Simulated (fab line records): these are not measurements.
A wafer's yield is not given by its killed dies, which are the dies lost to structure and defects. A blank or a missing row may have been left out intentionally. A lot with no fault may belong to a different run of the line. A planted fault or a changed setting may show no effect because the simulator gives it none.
Which tool is to blame?	flow gf180mcu	39 wafers from 13 lots sampled at 5 of the route's 602 steps

== WHAT THE GAUGES SHOWED, per wafer ==
GF_V3_RS_MEAS_24: measurement is done with a four-point probe.
lot	measured	on	V3_W_RS (ohm/sq)
L283	day 22 20:04	film_metro-04	0.3272 0.3246 0.3285
L286	day 23 20:41	film_metro-02	0.3313 0.3297 0.3286
L288	day 24 12:20	film_metro-04	0.3273 0.3276 0.3290
L289	day 25 00:22	film_metro-03	0.3206 0.3217 0.3256
L290	day 25 08:43	film_metro-02	0.3291 0.3260 0.3278
L296	day 27 02:26	film_metro-04	0.3250 0.3256 0.3226
L297	day 27 14:46	film_metro-02	0.3278 0.3228 0.3283
L299	day 28 00:55	film_metro-02	0.3253 0.3264 0.3261
L300	day 28 10:52	film_metro-04	0.3233 0.3264 0.3268
L302	day 28 19:46	film_metro-04	0.3314 0.3258 0.3255
L303	day 29 06:25	film_metro-03	0.3277 0.3289 0.3308
L304	day 29 12:44	film_metro-02	0.3290 0.3265 0.3272
L305	day 29 19:49	film_metro-03	0.3215 0.3191 0.3226

GF_V4_THK_MEAS_01.
lot	measured	on	V4_CVD_00_THK (nm)
L283	day 23 20:31	film_metro-02	594 597 603
L286	day 24 20:03	film_metro-03	608 609 603
L288	day 25 11:22	film_metro-02	595 599 599
L289	day 25 23:02	film_metro-02	604 603 606
L290	day 26 06:46	film_metro-01	599 588 594
L296	day 28 00:19	film_metro-02	593 587 599
L297	day 28 11:24	film_metro-03	599 607 602
L299	day 28 21:54	film_metro-02	607 601 600
L300	day 29 07:46	film_metro-02	598 591 594
L302	day 29 16:39	film_metro-02	598 590 594
L303	day 30 02:36	film_metro-03	606 596 604
L304	day 30 08:16	film_metro-03	596 598 595
L305	day 30 15:43	film_metro-01	597 594 598

GF_MIM_THK_MEAS_06.
lot	measured	on	MIM_CVD_05_THK (nm)
L283	day 24 20:44	film_metro-01	41.3 41.8 42.6
L286	day 25 19:21	film_metro-01	56.0 57.0 57.3
L288	day 26 10:42	film_metro-01	56.8 56.3 57.3
L289	day 26 21:58	film_metro-03	41.9 42.5 42.6
L290	day 27 05:19	film_metro-01	56.5 57.0 56.9
L296	day 28 21:40	film_metro-01	41.5 41.4 42.8
L297	day 29 08:59	film_metro-04	41.6 42.5 42.1
L299	day 29 18:49	film_metro-04	42.1 42.4 42.6
L300	day 30 04:59	film_metro-04	41.2 41.2 42.0
L302	day 30 13:53	film_metro-03	41.6 42.1 41.9
L303	day 30 22:48	film_metro-04	41.6 41.9 42.7
L304	day 31 04:17	film_metro-04	41.8 41.4 42.4
L305	day 31 12:08	film_metro-03	42.2 42.0 42.6

== WHICH TOOL RAN EACH LOT (tool, then ch and the chambers of the sampled wafers, then the start) ==
lot	GF_V3_ETCH_16	GF_MIM_CVD_05
L283	rie_diel-02 ch 1,2,3, day 22 18:51	pecvd-02 ch 1,2, day 24 20:43
L286	rie_diel-04 ch 0,1,2, day 23 19:42	pecvd-02 ch 1,2, day 25 19:19
L288	rie_diel-03 ch 0,1,2, day 24 11:27	pecvd-02 ch 0,1,2, day 26 10:40
L289	rie_diel-03 ch 0,3, day 24 23:27	pecvd-03 ch 0,1, day 26 21:55
L290	rie_diel-02 ch 0,1, day 25 07:50	pecvd-02 ch 1, day 27 05:16
L296	rie_diel-02 ch 0,3, day 27 01:32	pecvd-01 ch 0,1,2, day 28 21:37
L297	rie_diel-03 ch 2,3, day 27 13:53	pecvd-01 ch 0,2, day 29 08:57
L299	rie_diel-04 ch 0,2, day 28 00:02	pecvd-03 ch 0,1, day 29 18:47
L300	rie_diel-03 ch 1,2,3, day 28 09:59	pecvd-03 ch 0,2, day 30 04:58
L302	rie_diel-02 ch 1,3, day 28 18:53	pecvd-03 ch 0,1,2, day 30 13:51
L303	rie_diel-03 ch 0,1,2, day 29 05:32	pecvd-03 ch 0,1,2, day 30 22:46
L304	rie_diel-03 ch 1,2, day 29 11:50	pecvd-02 ch 0,1, day 31 04:15
L305	rie_diel-02 ch 1,2,3, day 29 18:56	pecvd-03 ch 1,2, day 31 12:07
- GF_V3_ETCH_16: etches BARC in N2/H2.
- GF_MIM_CVD_05: deposits Si3N4, target thk 42 nm, time 29.086 s.

== WHAT THE TOOLS THEMSELVES READ (means of the sampled wafers that have a number; where no wafer has one, the mark that the record gives instead) ==
GF_V3_ETCH_16.
lot	tool	bias_w (W)	drypump_motor_current_A (A)	oes_product_au (a.u.)	throttle_valve_pct (%)
L283	rie_diel-02	100.0	5.4	0.852	13.224
L286	rie_diel-04	99.9	5.5	0.852	13.228
L288	rie_diel-03	100.1	5.4	0.856	13.226
L289	rie_diel-03	100.0	5.8	0.854	13.226
L290	rie_diel-02	100.0	5.3	0.855	13.232
L296	rie_diel-02	100.2	5.4	0.852	13.233
L297	rie_diel-03	99.6	5.6	0.860	13.226
L299	rie_diel-04	99.7	5.4	0.854	13.218
L300	rie_diel-03	100.2	5.6	0.855	13.221
L302	rie_diel-02	99.8	5.0	0.850	13.221
L303	rie_diel-03	100.2	5.4	0.856	13.221
L304	rie_diel-03	99.8	5.3	0.851	13.226
L305	rie_diel-02	100.0	5.4	0.850	13.216

GF_MIM_CVD_05.
lot	tool	heater_power_w (W)	temp_max_c (C)
L283	pecvd-02	684	399.94
L286	pecvd-02	778	400.00
L288	pecvd-02	652	399.99
L289	pecvd-03	546	399.97
L290	pecvd-02	813	400.07
L296	pecvd-01	653	399.98
L297	pecvd-01	650	399.95
L299	pecvd-03	561	399.58
L300	pecvd-03	566	399.94
L302	pecvd-03	556	400.11
L303	pecvd-03	592	400.05
L304	pecvd-02	652	399.91
L305	pecvd-03	678	400.22

== THE ANSWER, worked out from the rows above alone ==
Rule: the usual values come from the lots themselves. The widest of any qualifying gaps counts: lots, ordered by their means at a reading, are off when they make up no more than a third of the lots, leave a main group of 4 or more, and stand apart from it by 3 or more times the standard deviation of that group's means. A main group is skipped when, at the precision printed for the reading in the tables above, its means are all equal. Also off: a lot with no number at a reading for which 4 or more lots have one. The other lots that the step has rows for count as sound. The gauges are gone through in route order, then the tools' own readings, and for those a lot's mean is taken as printed above. At the first step where some lot is off, the reading lying furthest off is the one used; lots without a number count as furthest.
Off: L286, L288, L290, seen at GF_MIM_THK_MEAS_06 (MIM_CVD_05_THK). Main group: mean 42.0 nm, sd 0.26.
A tool fits if, at a process step before that reading, it ran every lot that is off, and no sound lot after the first of them. Those tools and the gauges at GF_MIM_THK_MEAS_06 are tried in the same way. Not one of the candidates tried fits.

== WHAT HAD BEEN PUT IN BY THE SIMULATOR ==
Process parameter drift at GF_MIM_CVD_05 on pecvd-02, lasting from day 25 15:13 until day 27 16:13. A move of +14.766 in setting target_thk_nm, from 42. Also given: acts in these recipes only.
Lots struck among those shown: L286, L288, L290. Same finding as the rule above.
